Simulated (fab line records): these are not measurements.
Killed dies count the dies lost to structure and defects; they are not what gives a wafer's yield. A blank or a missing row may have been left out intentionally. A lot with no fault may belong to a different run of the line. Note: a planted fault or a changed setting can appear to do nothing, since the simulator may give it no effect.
fab line records	flow gf180mcu
record lots=24	wafers=72	lastDay=34
route steps=602 shown M5@534 V5@543 TOP_METAL@571
lots that met no fault: from a run of the same line without faults
startH: the number of hours between the record's first day and the start of the first shown wafer of the lot	waitH: how many hours have passed since the lot's step before this one	" repeats the value in the row above	L1.1+2: a row that stands for several wafers	- value missing, or start not given	* or withheld: withheld	< > ~ a bound
route shown NAME@n: NAME is a module with steps in the file, n the number in the route of the first one	usual: average and standard deviation across the fault-free wafers	same: alike in all rows	chamber/n: place in a boat	sites: readings site by site	_std_site: the values' standard deviation	_edge_site: inner sites' mean taken away from outer sites' mean	radiusMm: how far each site lies from the wafer's centre	mask NAME#n: copy n	behind: the most recent tool/chamber to have shaped the wafer	hold: reason for holding the lot/hours on hold/outcome of the hold	device: whichever transistor did not switch (one of n, p or np)	end of line: the same wafers' tests at the end of the route	a step with no rows: only its recipe	killed: not the wafer's yield, but the dies lost to structure and defects at the first sort	map: per-die view of a wafer (x killed, . not killed, _ where there is no die)
set.NAME: setting as actually run; set.NAME@STEP: the setting as run at that earlier step	model.NAME: the simulator's own value behind a step, which no gauge read
one table for each step of the route and one row for each wafer, over a sample of lots
services: a tool's chamber out of use, with start hour (startH, from the record's first day; less than 0 if before it), hours out, and reason
## steps
# step GF_M5_OVL_MEAS_08
# usual M5_OVL=2/5.7
lot.wafer	tool	chamber	startH	waitH	M5_OVL[nm]
L074.2	overlay-01	-	606.34	0.1	-5
L074.3	"	-	"	"	-2
L074.4	"	-	"	"	-4
L075.3	overlay-02	-	615.45	0.1	7
L075.5	"	-	"	"	3
L075.6	"	-	"	"	5
L076.2	overlay-02	-	622.92	0.1	-3
L076.3	"	-	"	"	-7
L076.4	"	-	"	"	5
L077.3	overlay-01	-	628.90	0.1	6
L077.4	"	-	"	"	10
L077.6	"	-	"	"	7
L078.2	overlay-01	-	635.94	0.1	2
L078.3	"	-	"	"	3
L078.6	"	-	"	"	6
L079.1	overlay-01	-	636.59	0.1	4
L079.3	"	-	"	"	1
L079.4	"	-	"	"	0
L080.1	overlay-01	-	648.19	0.1	2
L080.2	"	-	"	"	0
L080.3	"	-	"	"	4
L081.1	overlay-01	-	654.33	0.1	10
L081.3	"	-	"	"	5
L081.4	"	-	"	"	1
L082.2	overlay-01	-	663.79	0.1	6
L082.3	"	-	"	"	2
L082.6	"	-	"	"	-2
L083.1	overlay-02	-	674.93	0.1	16
L083.3	"	-	"	"	19
L083.6	"	-	"	"	14
L084.2	overlay-02	-	681.99	0.1	-3
L084.4	"	-	"	"	-8
L084.5	"	-	"	"	2
L085.3	overlay-01	-	688.95	0.1	8
L085.5	"	-	"	"	2
L085.6	"	-	"	"	5
L086.1	overlay-01	-	699.03	0.1	2
L086.2	"	-	"	"	13
L086.5	"	-	"	"	0
L087.3	overlay-01	-	703.70	0.1	9
L087.4	"	-	"	"	12
L087.5	"	-	"	"	-1
L088.2	overlay-02	-	705.74	0.1	-4
L088.3	"	-	"	"	-2
L088.6	"	-	"	"	-9
L089.2	overlay-01	-	714.34	0.1	0
L089.3	"	-	"	"	4
L089.6	"	-	"	"	4
L090.1	overlay-01	-	724.74	0.1	4
L090.4	"	-	"	"	-4
L090.5	"	-	"	"	-1
L091.1	overlay-01	-	726.39	0.1	-7
L091.2	"	-	"	"	-2
L091.3	"	-	"	"	-10
L092.1	overlay-01	-	731.78	0.1	-7
L092.3	"	-	"	"	1
L092.4	"	-	"	"	1
L093.1	overlay-02	-	737.89	0.1	-4
L093.2	"	-	"	"	-6
L093.6	"	-	"	"	-7
L094.1	overlay-02	-	748.74	0.1	6
L094.2	"	-	"	"	8
L094.6	"	-	"	"	4
L095.1	overlay-01	-	764.51	0.1	2
L095.2	"	-	"	"	14
L095.3	"	-	"	"	2
L096.1	overlay-02	-	766.18	0.1	-1
L096.2	"	-	"	"	2
L096.4	"	-	"	"	5
L097.1	overlay-01	-	775.66	0.1	4
L097.3	"	-	"	"	4
L097.4	"	-	"	"	5
# step GF_M5_ETCH_09
# recipe chemistry=CF4/O2	target=Si3N4	targetDepthNm=52	sourceW=800	biasW=150	pressureMtorr=150	cf4FlowSccm=80	O2_flow_sccm=10	timeS=11.6
# usual drypumpMotorCurrentA=5.8/0.44	oesProductAu=1.000/0.0078	throttleValvePct=5.969/0.0093
lot.wafer	tool	chamber	startH	waitH	drypumpMotorCurrentA	oesProductAu	rfHoursCounterH	throttleValvePct
L074.2	rieDiel-02	0	606.37	0.0	5.5	1.011	5	5.965
L074.3	"	1	"	"	5.8	1.000	46	5.966
L074.4	"	2	"	"	6.4	0.998	4	5.963
L075.3	rieDiel-04	0	615.47	0.0	5.8	0.996	10	5.952
L075.5	"	1	"	"	5.7	0.992	-	5.965
L075.6	"	2	"	"	6.2	0.998	-	5.969
L076.2	rieDiel-02	3	622.95	0.0	5.9	0.996	22	5.970
L076.3	"	1	"	"	5.8	1.002	47	5.978
L076.4	"	0	"	"	5.4	1.000	5	5.975
L077.3	rieDiel-04	2	628.92	0.0	6.2	1.004	5	5.970
L077.4	"	0	"	"	5.8	0.987	10	5.958
L077.6	"	2	"	"	6.2	1.000	-	5.975
L078.2	rieDiel-01	1	635.97	0.0	4.7	1.003	23	5.984
L078.3	"	2	"	"	6.3	1.014	24	5.961
L078.6	"	2	"	"	6.2	1.005	-	5.965
L079.1	rieDiel-04	2	636.62	0.0	6.2	0.988	5	5.962
L079.3	"	3	"	"	5.5	0.996	13	5.978
L079.4	"	0	"	"	5.8	0.987	10	5.971
L080.1	rieDiel-04	0	648.22	0.0	5.8	0.996	11	5.972
L080.2	"	1	"	"	5.8	1.000	16	5.985
L080.3	"	3	"	"	5.5	1.004	14	5.958
L081.1	rieDiel-01	0	654.37	0.0	5.3	1.011	0	5.965
L081.3	"	2	"	"	6.2	1.009	25	5.968
L081.4	"	3	"	"	6.5	1.014	12	5.962
L082.2	rieDiel-02	3	663.82	0.0	5.9	1.009	24	5.973
L082.3	"	0	"	"	5.4	1.005	7	5.973
L082.6	"	1	"	"	5.8	0.990	-	5.956
L083.1	rieDiel-04	2	674.97	0.0	6.2	1.005	7	5.996
L083.3	"	0	"	"	5.8	0.987	12	5.961
L083.6	"	0	"	"	5.8	0.986	-	5.979
L084.2	rieDiel-01	3	682.02	0.0	6.5	1.015	13	5.981
L084.4	"	3	"	"	6.4	1.004	-	5.970
L084.5	"	1	"	"	4.7	1.003	-	5.989
L085.3	rieDiel-01	2	688.97	0.0	6.2	1.011	27	5.988
L085.5	"	1	"	"	4.7	1.009	-	5.972
L085.6	"	2	"	"	6.2	1.011	-	5.983
L086.1	rieDiel-04	3	699.07	0.0	5.4	0.999	16	5.966
L086.2	"	1	"	"	5.7	0.991	18	5.957
L086.5	"	1	"	"	5.7	1.004	-	5.964
L087.3	rieDiel-04	1	703.72	0.0	5.7	1.009	18	5.970
L087.4	"	2	"	"	6.2	1.005	7	5.957
L087.5	"	2	"	"	6.2	0.997	-	5.983
L088.2	rieDiel-04	2	705.77	0.0	6.2	0.983	7	5.981
L088.3	"	1	"	"	5.7	1.008	18	5.960
L088.6	"	0	"	"	5.8	1.003	-	5.969
L089.2	rieDiel-01	1	714.37	0.0	4.7	1.011	27	5.974
L089.3	"	3	"	"	6.5	1.012	14	5.963
L089.6	"	0	"	"	5.3	1.007	-	5.971
L090.1	rieDiel-04	3	724.77	0.0	5.4	1.000	17	5.966
L090.4	"	3	"	"	5.4	1.007	-	5.960
L090.5	"	3	"	"	5.4	1.002	-	5.977
L091.1	rieDiel-04	1	726.42	0.0	5.7	0.996	19	5.963
L091.2	"	3	"	"	5.5	1.001	17	5.978
L091.3	"	1	"	"	5.7	1.002	-	5.979
L092.1	rieDiel-04	1	731.82	0.0	5.7	0.994	19	5.958
L092.3	"	2	"	"	6.2	0.992	8	5.973
L092.4	"	3	"	"	5.4	0.990	17	5.969
L093.1	rieDiel-04	0	737.92	0.0	5.7	0.996	13	5.947
L093.2	"	3	"	"	5.5	0.993	17	5.955
L093.6	"	0	"	"	5.8	0.989	-	5.957
L094.1	rieDiel-02	1	748.77	0.0	5.8	0.993	53	5.967
L094.2	"	3	"	"	5.9	0.992	27	5.986
L094.6	"	2	"	"	6.4	0.998	-	5.966
L095.1	rieDiel-04	3	764.55	0.0	5.4	1.005	18	5.972
L095.2	"	2	"	"	6.2	0.997	10	5.962
L095.3	"	0	"	"	5.7	1.001	15	5.968
L096.1	rieDiel-02	2	766.22	0.0	6.4	0.990	10	5.965
L096.2	"	0	"	"	5.5	0.996	12	5.967
L096.4	"	2	"	"	6.4	0.987	-	5.963
L097.1	rieDiel-02	2	775.70	0.0	6.4	0.981	11	5.966
L097.3	"	0	"	"	5.4	1.000	12	5.958
L097.4	"	1	"	"	5.8	1.002	0	5.961
# step GF_M5_METAL_ETCH_10
# recipe chemistry=Cl2/BCl3	maskMaterial=KrF	targetDepthNm=750.8	stopOn=SiO2	pressureMtorr=8	icpW=800	biasW=136.2	Cl2_flow_sccm=80	bcl3FlowSccm=40	timeS=125.1
# usual bcl3FlowSccm=40.00/0.12	drypumpMotorCurrentA=6.0/0.51	oesProductAu=0.984/0.0059	throttleValvePct=28.236/0.0094
lot.wafer	tool	chamber	startH	waitH	bcl3FlowSccm	drypumpMotorCurrentA	oesProductAu	rfHoursCounterH	throttleValvePct
L074.2	rieMetal-04	0	606.40	0.0	39.88	6.7	0.988	11	28.239
L074.3	"	1	"	"	39.93	5.4	0.995	-	28.242
L074.4	"	0	"	"	40.05	6.7	0.991	-	28.236
L075.3	rieMetal-04	0	615.54	0.1	40.08	6.7	0.986	-	28.238
L075.5	"	1	"	"	40.12	5.4	0.980	-	28.237
L075.6	"	0	"	"	40.09	6.7	0.986	-	28.245
L076.2	rieMetal-02	0	622.97	0.0	39.92	6.3	0.987	10	28.232
L076.3	"	0	"	"	39.99	6.3	0.992	-	28.227
L076.4	"	1	"	"	40.03	5.6	0.983	-	28.224
L077.3	rieMetal-01	1	628.99	0.1	39.95	6.1	0.978	-	28.228
L077.4	"	0	"	"	40.12	5.4	0.994	-	28.254
L077.6	"	0	"	"	39.82	5.4	0.989	-	28.238
L078.2	rieMetal-04	0	636.00	0.0	40.09	6.7	0.989	12	28.231
L078.3	"	0	"	"	40.10	6.7	0.985	-	28.225
L078.6	"	1	"	"	39.91	5.4	0.984	-	28.223
L079.1	rieMetal-02	1	636.65	0.0	39.80	5.6	0.989	12	28.230
L079.3	"	1	"	"	39.86	5.6	0.984	-	28.238
L079.4	"	0	"	"	39.95	6.2	0.976	-	28.227
L080.1	rieMetal-02	0	648.25	0.0	40.01	6.3	0.988	11	28.239
L080.2	"	1	"	"	39.86	5.6	0.985	13	28.247
L080.3	"	0	"	"	40.03	6.3	0.996	-	28.244
L081.1	rieMetal-04	1	654.39	0.0	39.95	5.4	0.969	4	28.239
L081.3	"	1	"	"	40.08	5.4	0.971	-	28.242
L081.4	"	0	"	"	40.15	6.7	0.981	-	28.231
L082.2	rieMetal-01	1	663.84	0.0	40.18	6.1	0.982	9	28.232
L082.3	"	1	"	"	39.88	6.1	0.981	-	28.222
L082.6	"	0	"	"	39.86	5.4	0.985	-	28.241
L083.1	rieMetal-01	0	674.99	0.0	40.01	5.4	0.986	14	28.250
L083.3	"	0	"	"	40.07	5.4	0.989	-	28.242
L083.6	"	0	"	"	39.96	5.3	0.988	-	28.236
L084.2	rieMetal-02	0	682.09	0.1	40.02	6.2	0.993	-	28.217
L084.4	"	0	"	"	40.05	6.2	0.984	-	28.227
L084.5	"	0	"	"	40.07	6.2	0.991	-	28.242
L085.3	rieMetal-01	1	689.08	0.1	40.04	6.1	0.982	-	28.238
L085.5	"	1	"	"	39.92	6.1	0.994	-	28.235
L085.6	"	1	"	"	40.01	6.1	0.979	-	28.234
L086.1	rieMetal-02	1	699.09	0.0	40.13	5.6	0.986	0	28.237
L086.2	"	0	"	"	40.21	6.3	0.983	14	28.238
L086.5	"	0	"	"	40.07	6.3	0.981	-	28.242
L087.3	rieMetal-02	0	703.79	0.1	39.97	6.3	0.981	-	28.241
L087.4	"	1	"	"	40.09	5.6	0.982	-	28.239
L087.5	"	1	"	"	39.90	5.6	0.982	-	28.225
L088.2	rieMetal-04	1	705.79	0.0	40.04	5.4	0.981	6	28.227
L088.3	"	0	"	"	39.95	6.7	0.977	-	28.237
L088.6	"	1	"	"	40.07	5.4	0.981	-	28.228
L089.2	rieMetal-04	1	714.40	0.0	39.93	5.4	0.983	6	28.247
L089.3	"	0	"	"	40.25	6.7	0.980	-	28.254
L089.6	"	0	"	"	40.11	6.7	0.972	-	28.243
L090.1	rieMetal-04	1	724.81	0.0	39.91	5.4	0.983	6	28.230
L090.4	"	0	"	"	39.89	6.7	0.976	-	28.241
L090.5	"	0	"	"	39.98	6.7	0.979	-	28.236
L091.1	rieMetal-04	0	726.46	0.0	40.10	6.7	0.992	16	28.236
L091.2	"	1	"	"	40.03	5.4	0.984	7	28.254
L091.3	"	0	"	"	40.04	6.7	0.977	-	28.234
L092.1	rieMetal-04	1	731.84	0.0	40.03	5.4	0.995	7	28.233
L092.3	"	1	"	"	40.16	5.4	0.984	-	28.234
L092.4	"	0	"	"	40.12	6.7	0.983	-	28.227
L093.1	rieMetal-04	1	737.94	0.0	40.04	5.4	0.992	7	28.242
L093.2	"	0	"	"	40.20	6.7	0.981	16	28.238
L093.6	"	1	"	"	40.07	5.4	0.988	-	28.237
L094.1	rieMetal-04	0	748.79	0.0	40.11	6.7	0.979	17	28.235
L094.2	"	1	"	"	39.93	5.4	0.991	8	28.247
L094.6	"	1	"	"	39.94	5.4	0.981	-	28.244
L095.1	rieMetal-02	1	764.57	0.0	40.16	5.6	0.977	4	28.218
L095.2	"	0	"	"	39.93	6.3	0.982	0	28.230
L095.3	"	1	"	"	40.28	5.6	0.985	-	28.234
L096.1	rieMetal-02	0	766.24	0.0	39.89	6.3	0.992	0	28.251
L096.2	"	1	"	"	40.04	5.6	0.989	4	28.231
L096.4	"	0	"	"	39.90	6.3	0.983	-	28.235
L097.1	rieMetal-02	0	775.72	0.0	40.13	6.3	0.982	1	28.248
L097.3	"	1	"	"	39.91	5.6	0.983	-	28.259
L097.4	"	0	"	"	40.14	6.3	0.987	-	28.236
# step GF_V5_THK_MEAS_03
# recipe reads=SiO2_of_V5_CVD_02
# usual V5_CVD_02_THK=1452/16
lot.wafer	tool	chamber	startH	waitH	V5_CVD_02_THK[nm]
L074.2	filmMetro-03	-	607.28	0.1	1457
L074.3	"	-	"	"	1456
L074.4	"	-	"	"	1465
L075.3	filmMetro-03	-	616.43	0.1	1417
L075.5	"	-	"	"	1439
L075.6	"	-	"	"	1455
L076.2	filmMetro-03	-	623.89	0.1	1434
L076.3	"	-	"	"	1434
L076.4	"	-	"	"	1456
L077.3	filmMetro-02	-	629.84	0.1	1442
L077.4	"	-	"	"	1466
L077.6	"	-	"	"	1469
L078.2	filmMetro-01	-	636.93	0.1	1446
L078.3	"	-	"	"	1429
L078.6	"	-	"	"	1448
L079.1	filmMetro-02	-	637.52	0.1	1442
L079.3	"	-	"	"	1428
L079.4	"	-	"	"	1474
L080.1	filmMetro-01	-	649.12	0.1	1434
L080.2	"	-	"	"	1445
L080.3	"	-	"	"	1443
L081.1	filmMetro-03	-	655.27	0.1	1454
L081.3	"	-	"	"	1436
L081.4	"	-	"	"	1439
L082.2	filmMetro-02	-	664.73	0.1	1440
L082.3	"	-	"	"	1426
L082.6	"	-	"	"	1451
L083.1	filmMetro-01	-	675.88	0.1	1446
L083.3	"	-	"	"	1452
L083.6	"	-	"	"	1453
L084.2	filmMetro-03	-	683.09	0.1	1431
L084.4	"	-	"	"	1446
L084.5	"	-	"	"	1439
L085.3	filmMetro-03	-	690.06	0.1	1466
L085.5	"	-	"	"	1497
L085.6	"	-	"	"	1469
L086.1	filmMetro-01	-	700.00	0.1	1464
L086.2	"	-	"	"	1482
L086.5	"	-	"	"	1484
L087.3	filmMetro-03	-	704.66	0.1	1432
L087.4	"	-	"	"	1458
L087.5	"	-	"	"	1463
L088.2	filmMetro-02	-	706.69	0.1	1448
L088.3	"	-	"	"	1431
L088.6	"	-	"	"	1466
L089.2	filmMetro-01	-	715.29	0.1	1430
L089.3	"	-	"	"	1439
L089.6	"	-	"	"	1472
L090.1	filmMetro-01	-	725.71	0.1	1456
L090.4	"	-	"	"	1474
L090.5	"	-	"	"	1486
L091.1	filmMetro-03	-	727.36	0.1	1446
L091.2	"	-	"	"	1433
L091.3	"	-	"	"	1436
L092.1	filmMetro-02	-	732.76	0.1	1433
L092.3	"	-	"	"	1448
L092.4	"	-	"	"	1454
L093.1	filmMetro-02	-	738.90	0.1	1438
L093.2	"	-	"	"	1451
L093.6	"	-	"	"	1461
L094.1	filmMetro-01	-	749.67	0.1	1443
L094.2	"	-	"	"	1450
L094.6	"	-	"	"	1462
L095.1	filmMetro-03	-	765.51	0.1	1460
L095.2	"	-	"	"	1451
L095.3	"	-	"	"	1441
L096.1	filmMetro-02	-	767.15	0.1	1431
L096.2	"	-	"	"	1456
L096.4	"	-	"	"	1465
L097.1	filmMetro-01	-	776.63	0.1	1461
L097.3	"	-	"	"	1438
L097.4	"	-	"	"	1456
# step GF_V5_CMP_04
# recipe material=SiO2	downForcePsi=4	platenRpm=60	padVelocityMS=0.94248
# usual motorCurrentA=12.3/1.1
lot.wafer	tool	chamber	startH	waitH	motorCurrentA
L074.2	cmp-02	3	607.33	0.0	13.9
L074.3	"	0	"	"	11.5
L074.4	"	2	"	"	11.8
L075.3	cmp-01	0	616.47	0.0	12.4
L075.5	"	0	"	"	12.3
L075.6	"	1	"	"	12.9
L076.4	cmp-01	0	623.94	0.0	12.5
L076.2	"	1	"	"	12.6
L076.3	"	3	"	"	11.5
L077.3	cmp-01	0	630.08	0.2	12.1
L077.4	"	1	"	"	12.3
L077.6	"	3	"	"	11.3
L078.2	cmp-02	0	636.98	0.0	11.8
L078.3	"	2	"	"	11.9
L078.6	"	1	"	"	10.7
L079.1	cmp-01	2	637.58	0.1	12.8
L079.4	"	3	"	"	12.2
L079.3	"	1	"	"	13.0
L080.1	cmp-01	0	649.18	0.1	11.8
L080.2	"	1	"	"	12.7
L080.3	"	2	"	"	13.2
L081.1	cmp-01	3	655.33	0.1	11.5
L081.3	"	0	"	"	12.0
L081.4	"	2	"	"	13.8
L082.2	cmp-02	3	664.78	0.0	14.2
L082.3	"	2	"	"	12.2
L082.6	"	3	"	"	13.6
L083.1	cmp-02	2	675.94	0.1	12.1
L083.3	"	0	"	"	11.9
L083.6	"	2	"	"	12.2
L084.2	cmp-01	3	683.14	0.0	11.4
L084.4	"	2	"	"	13.7
L084.5	"	0	"	"	12.1
L085.3	cmp-02	2	690.10	0.0	11.9
L085.5	"	2	"	"	12.1
L085.6	"	3	"	"	14.4
L086.1	cmp-02	0	700.11	0.1	11.9
L086.2	"	2	"	"	11.8
L086.5	"	0	"	"	11.8
L087.4	cmp-02	1	704.80	0.1	10.6
L087.3	"	2	"	"	12.4
L087.5	"	3	"	"	12.9
L088.2	cmp-01	0	706.84	0.1	11.7
L088.3	"	1	"	"	12.9
L088.6	"	2	"	"	13.6
L089.3	cmp-01	3	715.34	0.0	11.7
L089.2	"	1	"	"	11.9
L089.6	"	0	"	"	12.1
L090.1	cmp-02	0	725.77	0.1	11.4
L090.4	"	3	"	"	14.3
L090.5	"	1	"	"	10.9
L091.2	cmp-01	1	727.47	0.1	13.0
L091.1	"	2	"	"	14.1
L091.3	"	3	"	"	11.6
L092.4	cmp-01	2	733.06	0.3	14.1
L092.3	"	0	"	"	12.1
L092.1	"	1	"	"	13.1
L093.1	cmp-02	0	739.04	0.1	11.7
L093.2	"	1	"	"	10.4
L093.6	"	3	"	"	14.0
L094.2	cmp-02	0	749.73	0.0	12.3
L094.1	"	2	"	"	12.1
L094.6	"	1	"	"	10.5
L095.1	cmp-02	0	765.68	0.2	11.8
L095.2	"	1	"	"	10.3
L095.3	"	2	"	"	11.4
L096.1	cmp-01	2	767.21	0.1	13.8
L096.4	"	0	"	"	12.0
L096.2	"	1	"	"	12.7
L097.3	cmp-02	3	776.69	0.0	13.8
L097.1	"	0	"	"	11.4
L097.4	"	1	"	"	10.2
# step GF_TOP_METAL_SPUTTER_04
# recipe material=TiN	targetThkNm=25	powerW=6500	timeS=20.8	chamberPressurePa=0.4
# usual throttleValvePct=29.9/1.2
lot.wafer	tool	chamber	startH	waitH	throttleValvePct
L074.2	pvdSputter-02	-	629.97	0.0	31.2
L074.3	"	-	"	"	29.8
L074.4	"	-	"	"	29.9
L075.3	pvdSputter-04	-	639.14	0.0	29.6
L075.5	"	-	"	"	29.8
L075.6	"	-	"	"	28.7
L076.2	pvdSputter-04	-	645.73	0.0	29.7
L076.3	"	-	"	"	29.0
L076.4	"	-	"	"	28.6
L077.3	pvdSputter-04	-	652.33	0.0	29.7
L077.4	"	-	"	"	29.0
L077.6	"	-	"	"	29.7
L078.2	pvdSputter-02	-	659.42	0.0	29.8
L078.3	"	-	"	"	29.7
L078.6	"	-	"	"	31.3
L079.1	pvdSputter-03	-	659.83	0.0	29.8
L079.3	"	-	"	"	31.5
L079.4	"	-	"	"	31.3
L080.1	pvdSputter-03	-	670.14	0.0	28.4
L080.2	"	-	"	"	29.4
L080.3	"	-	"	"	31.2
L081.1	pvdSputter-02	-	676.87	0.0	31.2
L081.3	"	-	"	"	29.8
L081.4	"	-	"	"	31.4
L082.2	pvdSputter-04	-	685.46	0.0	28.6
L082.3	"	-	"	"	29.9
L082.6	"	-	"	"	29.6
L083.1	pvdSputter-02	-	697.14	0.0	33.1
L083.3	"	-	"	"	29.5
L083.6	"	-	"	"	31.0
L084.2	pvdSputter-04	-	704.14	0.0	29.8
L084.4	"	-	"	"	28.8
L084.5	"	-	"	"	29.8
L085.3	pvdSputter-02	-	710.19	0.0	29.6
L085.5	"	-	"	"	31.3
L085.6	"	-	"	"	29.4
L086.1	pvdSputter-02	-	720.33	0.0	31.4
L086.2	"	-	"	"	29.4
L086.5	"	-	"	"	33.0
L087.3	pvdSputter-04	-	724.53	0.0	28.9
L087.4	"	-	"	"	29.6
L087.5	"	-	"	"	28.7
L088.2	pvdSputter-04	-	726.46	0.0	28.9
L088.3	"	-	"	"	28.9
L088.6	"	-	"	"	28.7
L089.2	pvdSputter-04	-	734.80	0.0	29.7
L089.3	"	-	"	"	28.7
L089.6	"	-	"	"	29.7
L090.1	pvdSputter-02	-	744.67	0.0	31.1
L090.4	"	-	"	"	29.8
L090.5	"	-	"	"	29.8
L091.1	pvdSputter-03	-	746.98	0.0	28.4
L091.2	"	-	"	"	31.5
L091.3	"	-	"	"	31.6
L092.1	pvdSputter-04	-	752.27	0.0	28.7
L092.3	"	-	"	"	30.0
L092.4	"	-	"	"	29.6
L093.1	pvdSputter-04	-	757.69	0.0	28.9
L093.2	"	-	"	"	28.7
L093.6	"	-	"	"	28.6
L094.1	pvdSputter-04	-	768.72	0.0	30.0
L094.2	"	-	"	"	29.6
L094.6	"	-	"	"	29.7
L095.1	pvdSputter-02	-	783.32	0.0	29.4
L095.2	"	-	"	"	31.1
L095.3	"	-	"	"	29.7
L096.1	pvdSputter-04	-	785.13	0.0	28.6
L096.2	"	-	"	"	28.8
L096.4	"	-	"	"	28.4
L097.1	pvdSputter-03	-	793.92	0.0	28.2
L097.3	"	-	"	"	29.4
L097.4	"	-	"	"	31.6
## services
tool	chamber	startH	hours	kind
pvdSputter-03	-	583.97	1.8	repair
rieDiel-02	3	591.83	4.0	repair
rieDiel-02	2	594.63	3.6	repair
cmp-01	-	597.24	4.9	repair
rieMetal-02	1	602.21	12.8	repair
rieDiel-01	3	605.32	4.4	repair
rieDiel-01	-	631.31	2.8	pm
rieDiel-02	2	655.62	6.1	repair
cmp-02	-	658.72	1.0	repair
rieDiel-01	0	667.21	15.3	repair
pvdSputter-04	-	673.67	0.7	repair
rieDiel-04	0	720.08	9.2	repair
rieDiel-04	2	724.52	3.6	repair
pvdSputter-03	-	727.97	8.1	repair
rieDiel-02	1	732.62	4.6	repair
cmp-02	-	744.60	4.0	pm
rieDiel-02	0	745.69	7.2	repair
cmp-02	-	752.53	6.8	pm
cmp-02	-	764.04	0.5	repair
rieDiel-01	3	770.52	5.9	repair
rieDiel-02	1	780.43	1.4	repair
rieDiel-04	3	781.66	3.0	repair
rieDiel-04	0	781.88	14.0	repair
rieDiel-01	0	793.66	3.3	repair
## key
fault none
